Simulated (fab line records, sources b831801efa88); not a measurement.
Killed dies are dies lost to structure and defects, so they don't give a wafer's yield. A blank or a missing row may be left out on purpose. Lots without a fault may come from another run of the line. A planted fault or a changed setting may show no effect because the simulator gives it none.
fab line records | flow sky130
record lots=11 wafers=33 last_day=50
route steps=708 shown CAPM@549 METAL3@563 VIA3@575 PAD_OPEN@708
lots that met no fault: from a run of the same line without faults
start_h: hours from the record's first day to the start of the lot's first wafer shown | wait_h: hours since the lot's step before | " the same as in the row above | L1.1+2: a row that stands for several wafers | - no value, or no start given | * or withheld: withheld | < > ~ a bound
route shown NAME@n: a module of which the file shows steps, and the number in the route of the first | usual: mean/standard deviation of fault-free wafers | same: alike in all rows | chamber/n: place in a boat | sites: the reading at each site | _std_site: their standard deviation | _edge_site: outer sites' mean less inner sites' | radius_mm: how far each site lies from the wafer's centre | mask NAME#n: copy n | behind: the tool/chamber that last shaped the wafer | hold: why the lot was held/for how many hours/how that ended | device: the transistor (n, p or np) that didn't switch | end of line: the same wafers' tests at the end of the route | a step without rows: its recipe alone | killed: dies lost to structure and defects at the first sort, not the wafer's yield | map: a wafer's dies, x killed, . not, _ none there
set.NAME: the setting as run; set.NAME@STEP: as run at that earlier step | model.NAME: the simulator's own value behind a step, which no gauge read
steps of the route over a sample of lots; a table a step, a row a wafer
services: from which hour (start_h, from the record's first day; less than 0 if before it) a tool's chamber was out of use, for how many hours, and why
## steps
# step SKY_CAPM_OVL_MEAS_12
# usual CAPM_OVL=0.1/1.4
# columns lot.wafer tool chamber start_h wait_h CAPM_OVL[nm]
L427.1 overlay-01 - 905.37 0.1 0.8
L427.2 " - " " -1.0
L427.3 " - " " 0.7
L431.1 overlay-01 - 939.50 0.1 0.9
L431.4 " - " " 0.0
L431.5 " - " " 0.9
L432.4 overlay-02 - 945.23 0.1 0.0
L432.5 " - " " 0.1
L432.6 " - " " 0.1
L433.3 overlay-01 - 952.03 0.1 0.5
L433.4 " - " " 1.7
L433.5 " - " " 0.8
L439.1 overlay-02 - 987.25 0.1 1.9
L439.2 " - " " -1.0
L439.5 " - " " 0.4
L442.1 overlay-01 - 1026.47 0.1 0.1
L442.3 " - " " 1.8
L442.5 " - " " 0.0
L443.2 overlay-02 - 1029.08 0.1 0.8
L443.4 " - " " -2.0
L443.6 " - " " -1.5
L440.1 overlay-02 - 1030.30 0.1 -0.5
L440.2 " - " " 0.2
L440.3 " - " " -0.1
L444.2 overlay-02 - 1032.38 0.1 1.6
L444.4 " - " " 0.7
L444.6 " - " " 1.0
L445.1 overlay-02 - 1034.05 0.1 0.9
L445.4 " - " " -0.2
L445.5 " - " " -2.3
L446.1 overlay-02 - 1037.57 0.1 -1.6
L446.2 " - " " -1.0
L446.4 " - " " -0.7
# step SKY_CAPM_METAL_ETCH_13
# recipe target_depth_nm=220 stop_on=SiO2 chemistry=Cl2/BCl3 target=TiN pressure_mtorr=10 icp_w=876 bias_w=48.5 Cl2_flow_sccm=60 bcl3_flow_sccm=30 time_s=62.9
# usual drypump_motor_current_A=5.5/0.61 oes_product_au=0.943/0.0083 rf_fwd_power_W=868/3 throttle_valve_pct=21.901/0.0094
# columns lot.wafer tool chamber start_h wait_h drypump_motor_current_A oes_product_au rf_fwd_power_W rf_hours_counter_h throttle_valve_pct
L427.1 rie_metal-03 0 905.41 0.0 5.0 0.931 869 0 21.891
L427.2 " 1 " " 5.3 0.926 870 4 21.907
L427.3 " 0 " " 5.0 0.952 871 - 21.902
L431.1 rie_metal-03 0 939.53 0.0 5.0 0.934 870 2 21.914
L431.4 " 0 " " 5.0 0.942 869 - 21.894
L431.5 " 0 " " 5.0 0.935 870 - 21.913
L432.4 rie_metal-01 1 945.33 0.1 6.3 0.928 867 - 21.895
L432.5 " 1 " " 6.3 0.931 872 - 21.928
L432.6 " 1 " " 6.3 0.942 875 - 21.909
L433.3 rie_metal-03 1 952.08 0.0 5.3 0.951 873 - 21.894
L433.4 " 0 " " 5.0 0.940 870 - 21.901
L433.5 " 0 " " 5.0 0.938 873 - 21.900
L439.1 rie_metal-02 0 987.28 0.0 4.7 0.946 868 14 21.891
L439.2 " 1 " " 6.3 0.949 869 4 21.918
L439.5 " 1 " " 6.3 0.966 871 - 21.893
L442.1 rie_metal-02 0 1026.51 0.0 4.8 0.944 868 16 21.907
L442.3 " 1 " " 6.3 0.947 871 - 21.900
L442.5 " 1 " " 6.3 0.943 872 - 21.908
L443.2 rie_metal-03 1 1029.11 0.0 5.3 0.930 869 11 21.907
L443.4 " 1 " " 5.3 0.930 863 - 21.908
L443.6 " 0 " " 5.0 0.933 870 - 21.899
L440.1 rie_metal-02 1 1030.33 0.0 6.3 0.926 869 7 21.894
L440.2 " 0 " " 4.7 0.941 867 16 21.895
L440.3 " 1 " " 6.3 0.941 864 - 21.882
L444.2 rie_metal-02 0 1032.41 0.0 4.7 0.935 870 16 21.905
L444.4 " 1 " " 6.3 0.935 868 - 21.902
L444.6 " 1 " " 6.3 0.941 868 - 21.904
L445.1 rie_metal-01 1 1034.08 0.0 6.2 0.948 874 13 21.902
L445.4 " 1 " " 6.2 0.957 872 - 21.900
L445.5 " 0 " " 5.9 0.956 873 - 21.878
L446.1 rie_metal-03 1 1037.61 0.0 5.3 0.942 863 11 21.926
L446.2 " 0 " " 5.0 0.941 869 7 21.895
L446.4 " 0 " " 5.0 0.944 864 - 21.905
# step SKY_METAL3_CD_MEAS_13
# recipe target_cd_nm=300
# usual cd_nm=299.7/1.5
# columns lot.wafer tool chamber start_h wait_h cd_nm
L427.1 cd_sem-01 - 930.53 - 299.0
L427.2 " - " " 299.7
L427.3 " - " " 298.5
L431.1 cd_sem-02 - 964.77 - 298.2
L431.4 " - " " 299.3
L431.5 " - " " 299.1
L432.4 cd_sem-01 - 970.23 - 300.1
L432.5 " - " " 300.7
L432.6 " - " " 300.6
L433.3 cd_sem-01 - 977.91 - 300.8
L433.4 " - " " 301.4
L433.5 " - " " 299.5
L439.1 cd_sem-01 - 1012.83 - 296.9
L439.2 " - " " 297.7
L439.5 " - " " 297.0
L442.1 cd_sem-02 - 1048.47 - 298.5
L442.3 " - " " 298.2
L442.5 " - " " 298.6
L443.2 cd_sem-02 - 1050.05 - 302.9
L443.4 " - " " 300.0
L443.6 " - " " 298.9
L440.1 cd_sem-01 - 1050.67 - 301.9
L440.2 " - " " 302.5
L440.3 " - " " 301.4
L444.2 cd_sem-02 - 1051.94 - 299.4
L444.4 " - " " 300.3
L444.6 " - " " 298.6
L445.1 cd_sem-01 - 1054.37 - 298.2
L445.4 " - " " 298.3
L445.5 " - " " 299.5
L446.1 cd_sem-02 - 1058.92 - 299.8
L446.2 " - " " 301.2
L446.4 " - " " 299.3
# step SKY_VIA3_CMP_02
# recipe material=SiO2 down_force_psi=4 platen_rpm=60 pad_velocity_m_s=0.94248
# usual edge_zone_pressure_frac=1.000/0.0052 head_pressure_psi=3.999/0.0078 motor_current_A=12.4/1.1 retaining_ring_pressure_frac=1.000/0.0052
# columns lot.wafer tool chamber start_h wait_h edge_zone_pressure_frac head_pressure_psi motor_current_A retaining_ring_pressure_frac
L427.2 cmp-01 0 931.87 0.0 0.995 3.998 14.2 1.003
L427.1 " 1 " " 1.007 4.001 13.9 1.010
L427.3 " 3 " " 0.992 4.006 11.9 1.003
L431.4 cmp-02 2 966.14 0.0 - - - -
L431.1 " 3 " " - - - -
L431.5 " 3 " " - - - -
L432.4 cmp-01 2 971.58 0.1 - - - -
L432.5 " 0 " " - - - -
L432.6 " 1 " " - - - -
L433.4 cmp-02 0 979.50 0.2 - - - -
L433.3 " 2 " " - - - -
L433.5 " 1 " " - - - -
L439.1 cmp-01 2 1014.17 0.1 1.003 4.005 11.4 1.004
L439.2 " 0 " " 0.998 3.989 14.1 1.002
L439.5 " 2 " " 0.998 3.986 11.5 1.001
L442.3 cmp-02 1 1049.78 0.0 0.997 3.998 12.1 0.997
L442.1 " 2 " " 1.002 4.007 11.6 0.998
L442.5 " 2 " " 1.002 4.000 11.1 0.994
L443.4 cmp-02 0 1051.62 0.3 1.008 4.001 13.1 0.993
L443.2 " 1 " " 0.998 3.996 12.1 1.001
L443.6 " 2 " " 0.997 4.012 10.7 0.990
L440.1 cmp-01 1 1052.04 0.1 1.004 4.002 14.1 1.001
L440.2 " 2 " " 0.999 3.993 11.9 1.005
L440.3 " 3 " " 0.997 4.001 11.1 0.994
L444.4 cmp-01 1 1053.33 0.1 1.003 3.998 13.2 0.999
L444.2 " 2 " " 1.006 3.983 12.0 1.010
L444.6 " 0 " " 0.995 4.008 14.1 1.004
L445.4 cmp-01 1 1055.72 0.1 1.000 3.991 13.1 0.993
L445.1 " 3 " " 1.004 3.999 12.1 1.001
L445.5 " 0 " " 0.998 3.995 13.6 1.005
L446.2 cmp-02 0 1060.27 0.1 1.006 3.990 11.8 1.005
L446.4 " 1 " " 0.998 3.992 12.4 1.000
L446.1 " 2 " " 0.996 4.011 10.9 1.000
# step SKY_VIA3_BOW_MEAS_03
# recipe mode=bow
# usual VIA3_BOW=80/6.9
# columns lot.wafer tool chamber start_h wait_h VIA3_BOW[um]
L427.1 film_metro-02 - 932.17 0.2 87
L427.2 " - " " 80
L427.3 " - " " 82
L431.1 film_metro-02 - 966.44 0.2 140
L431.4 " - " " 115
L431.5 " - " " 136
L432.4 film_metro-03 - 971.84 0.2 127
L432.5 " - " " 108
L432.6 " - " " 105
L433.3 film_metro-03 - 979.84 0.2 130
L433.4 " - " " 136
L433.5 " - " " 125
L439.1 film_metro-04 - 1014.47 0.2 91
L439.2 " - " " 85
L439.5 " - " " 74
L442.1 film_metro-02 - 1050.08 0.2 82
L442.3 " - " " 75
L442.5 " - " " 85
L443.2 film_metro-03 - 1051.88 0.2 83
L443.4 " - " " 77
L443.6 " - " " 72
L440.1 film_metro-02 - 1052.34 0.2 91
L440.2 " - " " 76
L440.3 " - " " 83
L444.2 film_metro-03 - 1053.55 0.1 70
L444.4 " - " " 84
L444.6 " - " " 69
L445.1 film_metro-03 - 1055.97 0.1 93
L445.4 " - " " 91
L445.5 " - " " 91
L446.1 film_metro-04 - 1060.52 0.1 75
L446.2 " - " " 85
L446.4 " - " " 87
# step SKY_VIA3_ETCH_15
# recipe target=SiO2 chemistry=C4F8/O2/Ar target_depth_nm=507 stop_on=TiN mask_material=KrF-thick source_w=1500 bias_w=1200 pressure_mtorr=40 c4f8_flow_sccm=withheld O2_flow_sccm=6 Ar_flow_sccm=300 time_s=78
# usual oes_product_au=0.945/0.0045 rf_fwd_power_W=1488/6
# columns lot.wafer tool chamber start_h wait_h oes_product_au rf_fwd_power_W rf_hours_counter_h
L427.1 rie_diel-03 2 957.24 0.0 0.945 1491 8
L427.2 " 1 " " 0.942 1494 8
L427.3 " 3 " " 0.935 1491 14
L431.1 rie_diel-01 2 990.58 0.0 1.616 1492 22
L431.4 " 3 " " 1.563 1475 18
L431.5 " 3 " " 1.582 1486 -
L432.4 rie_diel-03 0 996.79 0.0 1.580 1490 5
L432.5 " 3 " " 1.585 1488 -
L432.6 " 2 " " 1.599 1485 -
L433.3 rie_diel-03 1 1003.94 0.0 1.607 1484 10
L433.4 " 2 " " 1.620 1484 10
L433.5 " 0 " " 1.601 1490 -
L439.1 rie_diel-01 0 1036.78 0.0 0.944 1489 5
L439.2 " 1 " " 0.939 1476 14
L439.5 " 2 " " 0.952 1495 -
L442.1 rie_diel-01 1 1071.74 0.0 0.956 1478 15
L442.3 " 2 " " 0.943 1477 25
L442.5 " 3 " " 0.946 1477 -
L443.2 rie_diel-04 2 1073.87 0.0 0.945 1500 11
L443.4 " 0 " " 0.949 1489 23
L443.6 " 1 " " 0.954 1487 -
L440.1 rie_diel-01 1 1073.99 0.0 0.940 1477 15
L440.2 " 0 " " 0.943 1500 6
L440.3 " 2 " " 0.933 1488 25
L444.2 rie_diel-04 1 1075.68 0.0 0.943 1492 22
L444.4 " 3 " " 0.940 1492 3
L444.6 " 0 " " 0.944 1491 -
L445.1 rie_diel-03 1 1078.17 0.0 0.947 1490 13
L445.4 " 2 " " 0.948 1491 13
L445.5 " 2 " " 0.949 1486 -
L446.1 rie_diel-01 1 1081.82 0.0 0.951 1479 15
L446.2 " 0 " " 0.945 1490 6
L446.4 " 3 " " 0.945 1483 21
# step SKY_PAD_OPEN_PROBE_99
# usual defect_limited_yield=82.2/1.8 killed_at_M0_to_M3=44/6.9 killed_at_M4_up=3.3/2 killed_at_contacts=25/5.4 killed_at_front_end=16/4.6 killed_at_other=0.2/0.51 killed_dies=88/8.9 killed_on_rim=17/3.6 killed_open=48/6.8 killed_short=39/5.8 sort_bin_3_pad_short=0.8/0.44 sort_bin_5_function=10.6/1.4 sort_bin_6_memory=6.4/1.1 sort_n_pass=404/8.9 sort_yield_pct=82.2/1.8
# same gross_dies=492 killed_at_back_side=0 sort_bin_4_leakage[%]=0 sort_bin_8_speed[%]=0
# columns lot.wafer tool chamber start_h wait_h defect_limited_yield[%] killed_at_M0_to_M3 killed_at_M4_up killed_at_contacts killed_at_front_end killed_at_other killed_dies killed_on_rim killed_open killed_short sort_bin_3_pad_short[%] sort_bin_5_function[%] sort_bin_6_memory[%] sort_n_pass sort_yield_pct[%]
L427.1 prober-02 - 1100.13 0.1 82.7 38 5 33 9 0 85 12 40 45 1.2 9.8 6.3 407 82.7
L427.2 prober-02 - 1100.18 0.1 81.9 33 1 37 17 1 89 16 56 33 1.4 10.4 6.3 403 81.9
L427.3 prober-02 - 1100.23 0.2 80.1 48 3 32 15 0 98 20 60 38 1.4 11.4 7.1 394 80.1
L431.1 prober-02 - 1132.42 0.1 0 462 1 15 14 0 492 96 39 36 0.6 93.1 6.3 0 0
L431.4 prober-02 - 1132.57 0.2 0 439 2 37 14 0 492 96 61 38 1.2 91.3 7.5 0 0
L431.5 prober-02 - 1132.62 0.2 0 449 2 29 12 0 492 96 52 38 0.8 92.5 6.7 0 0
L432.4 prober-01 - 1135.76 0.2 0 441 2 26 23 0 492 96 46 40 0.8 93.3 5.9 0 0
L432.5 prober-01 - 1135.81 0.2 0 446 4 26 16 0 492 96 59 38 0.8 93.3 5.9 0 0
L432.6 prober-01 - 1135.86 0.2 0 452 5 18 16 1 492 96 50 52 1.0 91.5 7.5 0 0
L433.3 prober-02 - 1138.24 0.2 0 452 2 24 14 0 492 96 31 39 0.4 96.1 3.5 0 0
L433.4 prober-02 - 1138.29 0.2 0 451 1 18 22 0 492 96 48 35 0.2 94.5 5.3 0 0
L433.5 prober-02 - 1138.34 0.2 0 446 4 23 19 0 492 96 52 43 1.0 92.5 6.5 0 0
L439.1 prober-02 - 1169.40 0.1 84.1 40 2 26 9 1 78 17 41 37 0.8 8.3 6.7 414 84.1
L439.2 prober-02 - 1169.45 0.1 82.3 42 4 32 9 0 87 17 45 42 0.4 10.8 6.5 405 82.3
L439.5 prober-02 - 1169.60 0.2 82.5 49 3 24 10 0 86 19 49 37 1.2 9.3 6.9 406 82.5
L442.1 prober-01 - 1192.35 0.1 83.5 40 2 21 17 1 81 13 37 42 1.0 8.9 6.5 411 83.5
L442.3 prober-01 - 1192.45 0.2 78.5 53 4 28 20 1 106 26 62 41 0.4 12.8 8.3 386 78.5
L442.5 prober-01 - 1192.55 0.2 81.9 49 1 19 18 2 89 20 44 43 0.4 11.4 6.3 403 81.9
L443.2 prober-01 - 1196.83 0.1 82.5 43 2 28 13 0 86 14 46 40 0.8 9.3 7.3 406 82.5
L443.4 prober-01 - 1196.93 0.2 82.5 44 5 23 14 0 86 16 55 31 0.2 9.6 7.7 406 82.5
L443.6 prober-01 - 1197.03 0.2 83.1 35 1 29 17 1 83 16 42 41 0.8 8.5 7.5 409 83.1
L440.1 prober-02 - 1198.28 0.1 84.8 33 1 23 18 0 75 15 45 30 1.4 8.5 5.3 417 84.8
L440.2 prober-02 - 1198.33 0.1 83.9 42 5 14 18 0 79 17 41 38 1.0 9.3 5.7 413 83.9
L440.3 prober-02 - 1198.38 0.2 82.7 43 3 22 17 0 85 16 43 42 1.0 10.8 5.5 407 82.7
L444.2 prober-01 - 1198.33 0.1 82.1 39 4 31 13 1 88 16 48 40 0.8 12.8 4.3 404 82.1
L444.4 prober-01 - 1198.43 0.2 82.9 50 4 20 10 0 84 18 52 31 0.6 10.4 6.1 408 82.9
L444.6 prober-01 - 1198.53 0.2 81.9 49 3 19 17 1 89 18 51 37 0.6 10.4 7.1 403 81.9
L445.1 prober-01 - 1199.79 0.1 83.1 39 5 25 14 0 83 18 55 28 0.2 9.8 6.9 409 83.1
L445.4 prober-01 - 1199.94 0.2 85.0 35 3 22 13 1 74 17 36 38 0.8 8.9 5.3 418 85.0
L445.5 prober-01 - 1199.99 0.2 82.7 46 7 26 6 0 85 20 50 35 0.6 11.0 5.7 407 82.7
L446.1 prober-02 - 1201.21 0.1 81.1 50 0 35 8 0 93 18 52 41 0.4 12.2 6.3 399 81.1
L446.2 prober-02 - 1201.26 0.1 74.8 57 2 40 25 0 124 28 74 50 1.8 14.4 8.9 368 74.8
L446.4 prober-02 - 1201.36 0.2 82.5 45 2 29 10 0 86 18 50 36 0.8 10.8 5.9 406 82.5
# killed by level:class
L427.1 LI_CONTACT:geometric_particle:open=13 METAL1:geometric_particle:short=9 CONTACT:geometric_particle:open=7 CONTACT:geometric_particle:short=6 METAL2:geometric_particle:short=5 VIA1:geometric_particle:open=5 LOCAL_INTERCONNECT:geometric_particle:open=4 VIA1:geometric_particle:short=4
L427.2 CONTACT:geometric_particle:open=12 LI_CONTACT:geometric_particle:open=12 VIA1:geometric_particle:open=10 LI_CONTACT:geometric_particle:short=6 VIA1:geometric_particle:short=5 VIA3:geometric_particle:open=5 FIELD_ISO:geometric_particle:open=4 VIA2:geometric_particle:open=4
L427.3 CONTACT:geometric_particle:open=12 LI_CONTACT:geometric_particle:open=11 METAL1:geometric_particle:short=11 VIA1:geometric_particle:open=10 POLY_GATE:geometric_particle:short=5 POLY_GATE:geometric_particle:open=5 VIA3:geometric_particle:short=5 VIA3:geometric_particle:open=5
L431.1 VIA3:area_cmp=417 VIA1:geometric_particle:open=10 VIA2:geometric_particle:open=9 METAL1:geometric_particle:short=8 LOCAL_INTERCONNECT:geometric_particle:short=6 VIA3:geometric_particle:open=6 METAL2:geometric_particle:short=5 POLY_GATE:geometric_particle:open=4
L431.4 VIA3:area_cmp=393 LI_CONTACT:geometric_particle:open=13 CONTACT:geometric_particle:open=12 VIA1:geometric_particle:open=12 CONTACT:geometric_particle:short=7 VIA3:geometric_particle:open=7 VIA2:geometric_particle:open=7 FIELD_ISO:geometric_particle:short=6
L431.5 VIA3:area_cmp=402 CONTACT:geometric_particle:open=12 VIA1:geometric_particle:open=10 VIA2:geometric_particle:short=8 LI_CONTACT:geometric_particle:open=8 VIA3:geometric_particle:open=7 LOCAL_INTERCONNECT:geometric_particle:short=5 METAL1:geometric_particle:short=5
L432.4 VIA3:area_cmp=406 LI_CONTACT:geometric_particle:open=12 FIELD_ISO:geometric_particle:open=10 CONTACT:geometric_particle:open=7 METAL1:geometric_particle:short=6 VIA3:geometric_particle:short=6 METAL2:geometric_particle:short=5 FIELD_ISO:geometric_particle:short=4
L432.5 VIA3:area_cmp=395 VIA1:geometric_particle:open=14 LI_CONTACT:geometric_particle:open=12 VIA2:geometric_particle:open=10 CONTACT:geometric_particle:open=9 FIELD_ISO:geometric_particle:short=7 METAL2:geometric_particle:short=5 VIA1:geometric_particle:short=5
L432.6 VIA3:area_cmp=390 VIA1:geometric_particle:open=14 VIA2:geometric_particle:open=12 VIA1:geometric_particle:short=8 METAL1:geometric_particle:short=7 METAL2:geometric_particle:short=6 POLY_GATE:geometric_particle:short=5 CONTACT:geometric_particle:open=5
L433.3 VIA3:area_cmp=421 POLY_GATE:geometric_particle:short=6 LI_CONTACT:geometric_particle:short=6 CONTACT:geometric_particle:open=6 VIA1:geometric_particle:open=5 VIA2:geometric_particle:open=5 FIELD_ISO:geometric_particle:short=4 LI_CONTACT:geometric_particle:open=4
L433.4 VIA3:area_cmp=409 CONTACT:geometric_particle:open=12 VIA1:geometric_particle:open=9 VIA2:geometric_particle:open=7 FIELD_ISO:geometric_particle:open=6 FIELD_ISO:geometric_particle:short=5 METAL3:geometric_particle:short=5 METAL1:geometric_particle:open=4
L433.5 VIA3:area_cmp=397 VIA1:geometric_particle:open=17 VIA2:geometric_particle:open=10 METAL1:geometric_particle:short=7 CONTACT:geometric_particle:open=7 FIELD_ISO:geometric_particle:short=6 LI_CONTACT:geometric_particle:short=6 FIELD_ISO:geometric_particle:open=4
L439.1 VIA1:geometric_particle:open=12 METAL2:geometric_particle:short=10 CONTACT:geometric_particle:open=10 LI_CONTACT:geometric_particle:open=7 CONTACT:geometric_particle:short=5 LOCAL_INTERCONNECT:geometric_particle:short=4 METAL1:geometric_particle:short=3 VIA2:geometric_particle:open=3
L439.2 CONTACT:geometric_particle:open=13 VIA1:geometric_particle:open=9 CONTACT:geometric_particle:short=8 VIA2:geometric_particle:open=7 VIA3:geometric_particle:open=7 VIA2:geometric_particle:short=6 LOCAL_INTERCONNECT:geometric_particle:short=5 LI_CONTACT:geometric_particle:open=4
L439.5 VIA1:geometric_particle:open=10 LI_CONTACT:geometric_particle:open=7 CONTACT:geometric_particle:open=7 VIA1:geometric_particle:short=7 VIA2:geometric_particle:open=7 VIA3:geometric_particle:short=6 VIA3:geometric_particle:open=6 FIELD_ISO:geometric_particle:open=5
L442.1 VIA3:geometric_particle:open=7 LI_CONTACT:geometric_particle:open=6 VIA2:geometric_particle:open=6 METAL2:geometric_particle:short=6 LOCAL_INTERCONNECT:geometric_particle:short=5 VIA1:geometric_particle:open=5 VIA1:geometric_particle:short=5 FIELD_ISO:geometric_particle:open=4
L442.3 VIA1:geometric_particle:open=17 LI_CONTACT:geometric_particle:open=10 VIA3:geometric_particle:open=8 POLY_GATE:geometric_particle:open=7 CONTACT:geometric_particle:open=7 METAL1:geometric_particle:short=7 LOCAL_INTERCONNECT:geometric_particle:short=5 CONTACT:geometric_particle:short=5
L442.5 VIA1:geometric_particle:open=9 VIA3:geometric_particle:open=9 CONTACT:geometric_particle:open=6 METAL2:geometric_particle:short=6 METAL1:geometric_particle:short=6 VIA1:geometric_particle:short=6 FIELD_ISO:geometric_particle:short=4 POLY_GATE:geometric_particle:short=4
L443.2 VIA1:geometric_particle:open=8 LI_CONTACT:geometric_particle:open=7 VIA2:geometric_particle:open=7 METAL1:geometric_particle:short=6 LI_CONTACT:geometric_particle:short=5 CONTACT:geometric_particle:open=5 VIA3:geometric_particle:open=4 LOCAL_INTERCONNECT:geometric_particle:short=4
L443.4 VIA1:geometric_particle:open=13 CONTACT:geometric_particle:open=10 VIA3:geometric_particle:open=7 METAL2:geometric_particle:short=6 VIA2:geometric_particle:open=6 LI_CONTACT:geometric_particle:open=5 METAL1:geometric_particle:short=5 FIELD_ISO:geometric_particle:short=3
L443.6 CONTACT:geometric_particle:open=10 VIA1:geometric_particle:open=9 LOCAL_INTERCONNECT:geometric_particle:short=6 LI_CONTACT:geometric_particle:open=6 VIA2:geometric_particle:open=5 METAL2:geometric_particle:short=5 FIELD_ISO:geometric_particle:open=4 POLY_GATE:geometric_particle:short=4
L440.1 LI_CONTACT:geometric_particle:open=9 VIA1:geometric_particle:open=7 FIELD_ISO:geometric_particle:open=6 POLY_GATE:geometric_particle:short=6 VIA3:geometric_particle:open=6 CONTACT:geometric_particle:open=6 METAL1:geometric_particle:short=4 LOCAL_INTERCONNECT:geometric_particle:short=4
L440.2 VIA1:geometric_particle:open=10 VIA3:geometric_particle:open=9 POLY_GATE:geometric_particle:short=5 LI_CONTACT:geometric_particle:open=5 METAL1:geometric_particle:short=5 METAL2:geometric_particle:short=5 FIELD_ISO:geometric_particle:short=4 FIELD_ISO:geometric_particle:open=4
L444.2 VIA1:geometric_particle:open=11 LOCAL_INTERCONNECT:geometric_particle:short=8 CONTACT:geometric_particle:open=7 FIELD_ISO:geometric_particle:open=6 VIA2:geometric_particle:open=6 VIA1:geometric_particle:short=6 CONTACT:geometric_particle:short=6 METAL2:geometric_particle:short=5
L440.3 LI_CONTACT:geometric_particle:open=8 VIA2:geometric_particle:short=8 CONTACT:geometric_particle:open=7 VIA1:geometric_particle:short=6 VIA1:geometric_particle:open=6 METAL1:geometric_particle:open=5 METAL1:geometric_particle:short=5 FIELD_ISO:geometric_particle:open=4
L444.4 VIA1:geometric_particle:open=14 CONTACT:geometric_particle:open=7 VIA2:geometric_particle:open=7 VIA3:geometric_particle:open=7 CONTACT:geometric_particle:short=6 LI_CONTACT:geometric_particle:open=4 METAL3:geometric_particle:open=4 METAL1:geometric_particle:short=4
L444.6 VIA3:geometric_particle:open=12 VIA1:geometric_particle:open=11 FIELD_ISO:geometric_particle:short=8 LI_CONTACT:geometric_particle:open=6 CONTACT:geometric_particle:open=6 VIA2:geometric_particle:open=6 VIA1:geometric_particle:short=5 VIA3:geometric_particle:short=5
L445.1 CONTACT:geometric_particle:open=9 VIA1:geometric_particle:open=8 VIA3:geometric_particle:open=8 LI_CONTACT:geometric_particle:open=7 VIA2:geometric_particle:open=7 FIELD_ISO:geometric_particle:open=5 POLY_GATE:geometric_particle:open=5 VIA1:geometric_particle:short=5
L445.4 VIA1:geometric_particle:open=7 VIA2:geometric_particle:open=6 LOCAL_INTERCONNECT:geometric_particle:short=6 LI_CONTACT:geometric_particle:open=5 SPACER:geometric_particle:short=5 SPACER:geometric_particle:open=5 LI_CONTACT:geometric_particle:short=5 METAL2:geometric_particle:short=5
L445.5 CONTACT:geometric_particle:open=13 VIA1:geometric_particle:open=10 LI_CONTACT:geometric_particle:open=8 VIA3:geometric_particle:open=7 METAL2:geometric_particle:short=6 METAL4:geometric_particle:short=5 VIA1:geometric_particle:short=5 POLY_GATE:geometric_particle:short=4
L446.1 CONTACT:geometric_particle:open=19 VIA1:geometric_particle:open=10 CONTACT:geometric_particle:short=9 VIA3:geometric_particle:open=8 VIA2:geometric_particle:short=6 VIA2:geometric_particle:open=6 METAL2:geometric_particle:short=5 METAL3:geometric_particle:short=5
L446.2 CONTACT:geometric_particle:open=19 VIA1:geometric_particle:open=15 POLY_GATE:geometric_particle:short=12 METAL2:geometric_particle:short=10 LI_CONTACT:geometric_particle:open=9 VIA3:geometric_particle:open=8 VIA2:geometric_particle:open=6 LOCAL_INTERCONNECT:geometric_particle:short=5
L446.4 CONTACT:geometric_particle:open=10 VIA1:geometric_particle:open=10 LI_CONTACT:geometric_particle:open=9 VIA2:geometric_particle:open=8 METAL1:geometric_particle:short=6 CONTACT:geometric_particle:short=6 VIA3:geometric_particle:open=5 METAL2:geometric_particle:short=5
## services
# columns tool chamber start_h hours kind
rie_diel-03 3 894.05 1.6 repair
cmp-01 - 912.00 4.0 pm
cmp-01 - 916.00 - consumable_replace:conditioner
cmp-01 - 916.00 - consumable_replace:pad
rie_diel-04 - 917.60 2.8 pm
rie_diel-03 0 920.76 11.0 repair
rie_diel-04 1 927.04 7.9 repair
rie_diel-04 - 927.95 0.4 repair
rie_metal-02 - 936.75 0.2 repair
rie_diel-04 0 947.16 8.5 repair
cmp-01 - 948.96 0.8 repair
rie_diel-04 1 960.67 2.2 repair
rie_metal-03 - 966.93 0.8 repair
cmp-02 - 971.38 3.8 repair
rie_diel-04 - 991.23 14.6 pm
rie_metal-01 0 996.18 1.5 repair
rie_metal-02 0 998.12 2.8 repair
rie_metal-01 0 1008.00 4.2 repair
cmp-02 - 1011.90 4.4 pm
cmp-01 - 1024.91 10.5 repair
cmp-02 - 1035.63 11.4 pm
cmp-01 - 1036.16 7.5 repair
cmp-01 - 1036.56 5.1 repair
rie_diel-03 0 1053.80 6.8 repair
## key
first_sign step=SKY_VIA3_CMP_02 reading=tool_record direction=missing
effect step=SKY_VIA3_BOW_MEAS_03 reading=VIA3_BOW direction=up sigmas=6.5 usual=80 struck=125
effect step=SKY_VIA3_ETCH_15 reading=oes_product_au direction=up sigmas=99+ usual=0.945 struck=1.595
effect step=SKY_PAD_OPEN_PROBE_99 reading=sort_bin_5_function direction=up sigmas=61 usual=10.6 struck=93.1
more_kills_born_at SKY_VIA3_CMP_02@cmp-02=2431 SKY_VIA3_CMP_02@cmp-01=1186
met_at SKY_VIA3_CMP_02
struck_lots L431,L432,L433
later_rows_left_out L431.1,L431.4,L431.5,L432.4,L432.5,L432.6,L433.3,L433.4,L433.5
not_acting_at SKY_CAPM_OVL_MEAS_12,SKY_CAPM_METAL_ETCH_13,SKY_METAL3_CD_MEAS_13
onset_between 931.87 966.14
fault kind=skipped_step_whole tool=cmp-01,cmp-02 chamber=- onset_h=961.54 steps=SKY_VIA3_CMP_02 scope=struck_lots_only
# later_rows_left_out: the simulator's readings of these wafers behind a module that went badly wrong aren't trusted and aren't shown, but for the sort
